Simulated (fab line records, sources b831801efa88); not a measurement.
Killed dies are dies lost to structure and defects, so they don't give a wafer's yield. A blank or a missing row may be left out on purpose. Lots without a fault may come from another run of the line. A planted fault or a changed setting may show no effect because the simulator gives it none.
Which tool did it? | flow sky130 | 14 lots, 42 wafers sampled, at 3 steps of a route of 708

WHAT THE GAUGES READ, wafer by wafer
SKY_METAL4_CD_MEAS_13: target cd 300 nm. Usual: cd_nm 299.8 nm, standard deviation 1.1.
lot  | measured     | on        | cd_nm (nm)        | flag
L562 | day 41 09:28 | cd_sem-01 | 298.8 300.7 300.6 |
L564 | day 42 06:02 | cd_sem-02 | 298.6 299.5 298.8 |
L565 | day 42 08:55 | cd_sem-01 | 298.5 301.1 298.7 |
L566 | day 42 14:54 | cd_sem-01 | 298.1 299.7 297.7 |
L567 | day 43 04:23 | cd_sem-01 | 299.4 300.1 300.4 |
L568 | day 43 14:37 | cd_sem-02 | 301.0 299.0 300.4 |
L569 | day 43 22:04 | cd_sem-01 | 299.3 298.8 298.6 |
L570 | day 44 05:58 | cd_sem-01 | 299.2 299.2 298.0 |
L574 | day 45 05:32 | cd_sem-01 | 299.6 299.3 299.3 |
L575 | day 45 11:10 | cd_sem-01 | 301.4 301.0 300.7 |
L576 | day 45 18:31 | cd_sem-02 | 299.2 299.6 300.2 |
L577 | day 45 16:47 | cd_sem-01 | 297.7 298.0 298.9 |
L584 | day 47 08:30 | cd_sem-02 | 298.5 299.1 300.2 |
L585 | day 47 10:44 | cd_sem-01 | 300.7 301.1 299.9 |

WHICH TOOL RAN EACH LOT (tool, then ch and the chambers of the sampled wafers, then the start)
lot  | SKY_CONTACT_HDPCVD_02            | SKY_VIA3_CMP_24
L562 | hdpcvd-01 ch 0,1,2, day 30 00:11 | cmp-02 ch 0,1, day 39 07:38
L564 | hdpcvd-01 ch 0,1, day 30 19:56   | cmp-01 ch 0,3, day 40 04:33
L565 | hdpcvd-01 ch 0,1,2, day 31 01:40 | cmp-01 ch 0,1,3, day 40 08:05
L566 | hdpcvd-01 ch 0,1,2, day 31 10:49 | cmp-01 ch 0,2,3, day 40 14:09
L567 | hdpcvd-02 ch 0,2, day 31 23:12   | cmp-01 ch 0,1,3, day 41 04:07
L568 | hdpcvd-02 ch 1,2, day 32 12:11   | cmp-02 ch 1,2,3, day 41 15:08
L569 | hdpcvd-01 ch 0,1,2, day 32 19:25 | cmp-02 ch 0,1,2, day 41 22:37
L570 | hdpcvd-01 ch 0,1, day 33 05:44   | cmp-01 ch 0,1,2, day 42 07:05
L574 | hdpcvd-01 ch 0,2, day 34 10:04   | cmp-02 ch 0,1,2, day 43 08:33
L575 | hdpcvd-01 ch 0,2, day 34 19:29   | cmp-01 ch 0,2,3, day 43 14:04
L576 | hdpcvd-02 ch 0,1, day 35 03:08   | cmp-01 ch 1,2,3, day 43 22:57
L577 | hdpcvd-01 ch 0,1,2, day 35 04:05 | cmp-02 ch 1,2, day 43 20:54
L584 | hdpcvd-02 ch 0,1, day 37 03:37   | cmp-02 ch 1,2,3, day 45 14:20
L585 | hdpcvd-02 ch 0,1,2, day 37 07:38 | cmp-02 ch 0,1,3, day 45 17:55
- SKY_CONTACT_HDPCVD_02: deposits SiO2, target thk 565 nm, time 94.2 s.
- SKY_VIA3_CMP_24: polishes, stops on SiO2, t overpolish 20 s, target thk 0 nm.

WHAT THE TOOLS THEMSELVES READ (means of the sampled wafers that have a number; where no wafer has one, the mark that the record gives instead)
SKY_VIA3_CMP_24. Usual: motor_current_A 11.4 A, standard deviation 0.81; overpolish_run_s 20.000 s, standard deviation 0.0095; time_to_endpoint_s 92 s, standard deviation 3.2.
lot  | tool   | motor_current_A (A) | overpolish_run_s (s) | time_to_endpoint_s (s) | flag
L562 | cmp-02 | 10.9                | 19.998               | 98                     |
L564 | cmp-01 | 12.1                | 19.996               | 93                     |
L565 | cmp-01 | 11.5                | 19.998               | 96                     |
L566 | cmp-01 | 11.3                | 19.996               | 90                     |
L567 | cmp-01 | 12.2                | 20.002               | 96                     |
L568 | cmp-02 | 11.0                | 20.006               | 94                     |
L569 | cmp-02 | 10.9                | 19.998               | 95                     |
L570 | cmp-01 | 11.8                | 19.996               | 95                     |
L574 | cmp-02 | 10.6                | 19.992               | 96                     |
L575 | cmp-01 | 11.0                | 20.002               | 93                     |
L576 | cmp-01 | 11.4                | 20.008               | 90                     |
L577 | cmp-02 | 10.6                | 20.001               | 91                     |
L584 | cmp-02 | 11.1                | 19.998               | 92                     |
L585 | cmp-02 | 11.2                | 19.997               | 92                     |

THE ANSWER, worked out from the rows above alone
Rule: a lot is off if the mean of its wafers that have a number lies more than 3 standard deviations from the usual mean. A lot without any number at a reading at which 4 lots or more have one is off too. The other lots that the step has rows for count as sound. The gauges are gone through in route order, then the tools' own readings, and for those a lot's mean is taken as printed above. The first step at which some lot is off is used, and at that step the reading that is off furthest; a lot without a number counts as furthest.
No lot is off at any reading shown: from this, nothing can be told.

WHAT THE SIMULATOR HAD PUT IN
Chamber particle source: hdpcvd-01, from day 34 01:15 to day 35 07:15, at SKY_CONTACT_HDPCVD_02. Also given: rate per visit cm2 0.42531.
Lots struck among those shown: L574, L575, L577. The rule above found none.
